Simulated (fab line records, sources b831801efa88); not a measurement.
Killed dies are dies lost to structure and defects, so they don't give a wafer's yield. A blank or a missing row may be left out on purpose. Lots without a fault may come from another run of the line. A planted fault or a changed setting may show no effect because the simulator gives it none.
A struck lot beside a sound one | flow sky130 | 13 steps out of a route of 708
Sound: wafers L146.3, L146.4, L146.6. Struck: wafers L144.1, L144.5, L144.6. The cause comes at the end.
At each step with rows: each side's tool, then ch and its chambers, then its first start. Under that, the readings that differ: sound wafers | struck wafers | difference of the means | sigmas: that difference in standard deviations of wafers without a fault.
alike: readings whose means differ by less than 2 such deviations, and words and numbers that are the same on both sides. not compared: withheld readings, readings that some wafer has no value for, bounds like >300 that may hide the same value, and numbers for which the record gives no deviation and whose values overlap.
The two part at a step that has a row with sigmas, a row that says differs or no value, or rows on one side only. Numbers that don't overlap but have no deviation are shown without sigmas and don't part them. A reading that every wafer of one side lacks parts them only if that side has two wafers or more.

SKY_NWELL_TW_MEAS_26:
  sound on film_metro-01, day 7 19:08; struck on film_metro-02, day 7 03:43
  alike: NWELL_2_TW
then, 1 step without rows for these wafers: SKY_NWELL_CLEAN_27 (cleans in SC1/SC2, time 150 s).
SKY_NWELL_RTA_28: time 30 s.
  sound on rtp_anneal-02 ch 0, day 7 19:16; struck on rtp_anneal-02 ch 0, day 7 03:49
  alike: lamp_power_pct, ramp_down_c_per_s, wafer_temp_C_max
SKY_NWELL_RS_MEAS_29: measures by four-point-probe.
  sound on film_metro-03, day 7 19:22; struck on film_metro-03, day 7 03:55
  alike: NWELL_RS
SKY_NWELL_RS_MEAS_31: measures by four-point-probe.
  sound on film_metro-03, day 7 19:37; struck on film_metro-03, day 7 04:10
  alike: PWDE_RS
then, 6 steps without rows for these wafers: SKY_VT_ADJUST_HVTP_DEHYDRATE_00 (time 60 s); SKY_VT_ADJUST_HVTP_HMDS_01 (prime time 60 s); SKY_VT_ADJUST_HVTP_COAT_02 (resist thk 1140 nm); SKY_VT_ADJUST_HVTP_SOFTBAKE_03 (time 60 s); SKY_VT_ADJUST_HVTP_EXPOSE_04 (exposes mask HVTPM, target cd 380 nm); SKY_VT_ADJUST_HVTP_PEB_05.
SKY_VT_ADJUST_HVTP_DEVELOP_06: develop time 60 s.
  sound on litho_track-02 ch 0, day 8 15:22; struck on litho_track-01, day 8 00:35
  no value came back on the struck wafers for chill_plate_temp_C (C), develop_time_s (s), resist_line_temp_C (C); on the sound wafers chill_plate_temp_C (C) reads 22.99 23.03 23.05
SKY_VT_ADJUST_HVTP_CD_MEAS_07: target cd 380 nm.
  sound on cd_sem-02, day 8 15:31; struck on cd_sem-02, day 8 00:44
  reading    | sound             | struck | difference                    | sigmas
  cd_nm (nm) | 380.7 378.7 383.8 | - - -  | no value on the struck wafers |

WHERE THEY PART
First at SKY_VT_ADJUST_HVTP_DEVELOP_06; last, within this record, at SKY_VT_ADJUST_HVTP_CD_MEAS_07.

WHY: what the simulator had put in
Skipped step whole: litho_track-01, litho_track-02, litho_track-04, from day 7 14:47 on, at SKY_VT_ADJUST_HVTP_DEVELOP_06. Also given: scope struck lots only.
